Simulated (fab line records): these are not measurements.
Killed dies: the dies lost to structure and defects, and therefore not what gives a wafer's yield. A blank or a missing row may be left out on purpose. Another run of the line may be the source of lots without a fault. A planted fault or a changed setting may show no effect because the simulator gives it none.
Which tool is to blame? -- flow sky130 -- 14 lots with 42 wafers sampled at 4 steps, on a route of 708 steps

== WHAT EACH GAUGE READ, for each wafer ==
The record holds no reading of a measuring or inspecting step that can be judged against a usual standard deviation.

== WHAT TOOL EACH LOT RAN ON (gives the tool, then ch and the chambers of the sampled wafers, and finally the start) ==
lot,SKY_VIA2_ETCH_14,SKY_VIA2_ETCH_15,SKY_VIA2_STRIP_16,SKY_METAL3_SPUTTER_00
L463,"rie diel-02 ch 0,1, day 36 23:04","rie diel-02 ch 0,1, day 36 23:07","plasma asher-03 ch 0,1, day 36 23:10","pvd sputter-02, day 37 00:33"
L464,"rie diel-03 ch 1,2, day 37 10:51","rie diel-03 ch 1,2, day 37 10:54","plasma asher-04 ch 0,1, day 37 10:59","pvd sputter-04, day 37 12:18"
L465,"rie diel-03 ch 1,2,3, day 37 14:27","rie diel-03 ch 1,2,3, day 37 14:30","plasma asher-04 ch 0,1, day 37 14:34","pvd sputter-03, day 37 15:55"
L469,"rie diel-02 ch 0,1,3, day 38 18:11","rie diel-02 ch 0,1,3, day 38 18:14","plasma asher-01 ch 0,1, day 38 18:17","pvd sputter-04, day 38 19:34"
L470,"rie diel-02 ch 0,1,2, day 39 00:16","rie diel-02 ch 0,1,2, day 39 00:19","plasma asher-03 ch 0,1, day 39 00:22","pvd sputter-02, day 39 01:38"
L473,"rie diel-03 ch 1,2, day 40 09:09","rie diel-03 ch 1,2, day 40 09:12","plasma asher-03 ch 0,1, day 40 09:16","pvd sputter-04, day 40 10:32"
L476,"rie diel-04 ch 0,1, day 40 16:05","rie diel-04 ch 0,1, day 40 16:08","plasma asher-04 ch 0,1, day 40 16:13","pvd sputter-04, day 40 17:27"
L478,"rie diel-03 ch 0,1,2, day 41 01:25","rie diel-03 ch 0,1,2, day 41 01:28","plasma asher-04 ch 0,1, day 41 01:31","pvd sputter-02, day 41 02:55"
L479,"rie diel-04 ch 0,1,2, day 41 07:42","rie diel-04 ch 0,1,2, day 41 07:45","plasma asher-03 ch 0,1, day 41 07:49","pvd sputter-04, day 41 09:06"
L481,"rie diel-04 ch 0,1, day 41 15:53","rie diel-04 ch 0,1, day 41 15:56","plasma asher-03 ch 0,1, day 41 16:01","pvd sputter-04, day 41 17:15"
L482,"rie diel-02 ch 0,1, day 42 04:11","rie diel-02 ch 0,1, day 42 04:14","plasma asher-04 ch 0,1, day 42 04:19","pvd sputter-03, day 42 05:33"
L483,"rie diel-02 ch 0,2,3, day 42 07:58","rie diel-02 ch 0,2,3, day 42 08:01","plasma asher-03 ch 0,1, day 42 08:07","pvd sputter-03, day 42 09:20"
L484,"rie diel-03 ch 1,2,3, day 42 11:49","rie diel-03 ch 1,2,3, day 42 11:52","plasma asher-01 ch 0,1, day 42 11:55","pvd sputter-02, day 42 13:11"
L486,"rie diel-02 ch 0,2,3, day 43 01:00","rie diel-02 ch 0,2,3, day 43 01:03","plasma asher-03 ch 0,1, day 43 01:07","pvd sputter-04, day 43 02:23"
- SKY_VIA2_ETCH_14: etches BARC in N2/H2, stops on SiO2, time 45.9 s, target depth 60 nm.
- SKY_VIA2_ETCH_15: etches SiO2 in C4F8/O2/Ar, stops on TiN, target depth 546 nm, time 84 s.
- SKY_VIA2_STRIP_16: strips in O2/N2.
- SKY_METAL3_SPUTTER_00: material Ti, target thk 15 nm, time 10 s.

== AS READ BY THE TOOLS THEMSELVES (means over the sampled wafers that have a number; for cases with no such wafer, the mark the record gives instead) ==
SKY_VIA2_ETCH_14. Usual: drypump motor current A 5.8 A, standard deviation 0.48; oes product au 0.854 a.u., standard deviation 0.0044; run length s 74.2 s, standard deviation 0.58; throttle valve pct 13.224 %, standard deviation 0.011.
lot,tool,drypump motor current A (A),oes product au (a.u.),run length s (s),throttle valve pct (%),flag
L463,rie diel-02,5.4,0.852,74.1,13.227,
L464,rie diel-03,5.8,0.850,73.6,13.218,
L465,rie diel-03,6.0,0.850,74.0,13.223,
L469,rie diel-02,5.8,0.908,66.5,13.231,OFF
L470,rie diel-02,5.5,0.962,59.4,13.232,OFF
L473,rie diel-03,5.8,0.854,73.6,13.225,
L476,rie diel-04,6.4,0.853,74.0,13.226,
L478,rie diel-03,5.8,0.853,74.1,13.219,
L479,rie diel-04,6.1,0.853,73.9,13.230,
L481,rie diel-04,6.2,0.854,74.3,13.231,
L482,rie diel-02,5.9,0.856,74.9,13.228,
L483,rie diel-02,5.9,0.852,74.6,13.228,
L484,rie diel-03,6.0,0.850,73.9,13.226,
L486,rie diel-02,5.9,0.856,74.9,13.227,

SKY_VIA2_ETCH_15. Usual: oes product au 0.940 a.u., standard deviation 0.0049; run length s 112.3 s, standard deviation 0.59.
lot,tool,oes product au (a.u.),run length s (s),flag
L463,rie diel-02,0.941,112.4,
L464,rie diel-03,0.938,111.8,
L465,rie diel-03,0.941,112.2,
L469,rie diel-02,0.749,112.6,OFF
L470,rie diel-02,0.563,112.5,OFF
L473,rie diel-03,0.938,112.1,
L476,rie diel-04,0.940,112.0,
L478,rie diel-03,0.943,112.1,
L479,rie diel-04,0.940,111.9,
L481,rie diel-04,0.939,112.5,
L482,rie diel-02,0.944,112.7,
L483,rie diel-02,0.946,112.7,
L484,rie diel-03,0.943,112.0,
L486,rie diel-02,0.941,113.0,

SKY_VIA2_STRIP_16. Usual: drypump motor current A 5.84 A, standard deviation 0.27; oes product au 0.398 a.u., standard deviation 0.005; strip time to endpoint s 4.04 s, standard deviation 0.03.
lot,tool,drypump motor current A (A),oes product au (a.u.),strip time to endpoint s (s),flag
L463,plasma asher-03,5.82,0.400,4.01,
L464,plasma asher-04,6.13,0.395,4.05,
L465,plasma asher-04,6.17,0.394,4.01,
L469,plasma asher-01,5.45,0.406,4.12,
L470,plasma asher-03,5.74,0.403,4.16,OFF
L473,plasma asher-03,5.82,0.400,4.07,
L476,plasma asher-04,5.97,0.397,4.05,
L478,plasma asher-04,6.14,0.405,4.09,
L479,plasma asher-03,5.77,0.403,4.03,
L481,plasma asher-03,5.81,0.396,4.07,
L482,plasma asher-04,6.16,0.404,4.06,
L483,plasma asher-03,5.73,0.397,4.02,
L484,plasma asher-01,5.46,0.400,4.07,
L486,plasma asher-03,5.78,0.398,4.05,

SKY_METAL3_SPUTTER_00. Usual: cathode dc power W 3000.0 W, standard deviation 0.61; throttle valve pct 29.8 %, standard deviation 0.93.
lot,tool,cathode dc power W (W),throttle valve pct (%),flag
L463,pvd sputter-02,2999.9,30.2,
L464,pvd sputter-04,2999.6,30.4,
L465,pvd sputter-03,2999.8,28.7,
L469,pvd sputter-04,2999.3,30.3,
L470,pvd sputter-02,2999.8,29.7,
L473,pvd sputter-04,3000.3,30.3,
L476,pvd sputter-04,3000.3,30.2,
L478,pvd sputter-02,3000.4,29.9,
L479,pvd sputter-04,2999.7,30.7,
L481,pvd sputter-04,2999.8,30.3,
L482,pvd sputter-03,2999.3,27.9,
L483,pvd sputter-03,3000.0,29.5,
L484,pvd sputter-02,3000.1,29.8,
L486,pvd sputter-04,3000.3,30.0,

== THE ANSWER, worked out from the rows above alone ==
Rule: take the mean of a lot's wafers that have a number; if it is more than 3 standard deviations from the usual mean, the lot is off. Also off: a lot with no number at a reading for which 4 or more lots have one. The other lots that the step has rows for count as sound. First the gauges in route order, then the tools' own readings, where a lot's mean is used as printed above. At the first step where some lot is off, the reading lying furthest off is the one used; lots without a number count as furthest.
Off at SKY_VIA2_ETCH_14 (run length s): L469, L470.
If a tool, at that step or one of the process steps before it, ran each lot that is off and ran no sound lot following the first of them, it fits. Of those tried, none fits.

== WHAT WAS PUT IN BY THE SIMULATOR ==
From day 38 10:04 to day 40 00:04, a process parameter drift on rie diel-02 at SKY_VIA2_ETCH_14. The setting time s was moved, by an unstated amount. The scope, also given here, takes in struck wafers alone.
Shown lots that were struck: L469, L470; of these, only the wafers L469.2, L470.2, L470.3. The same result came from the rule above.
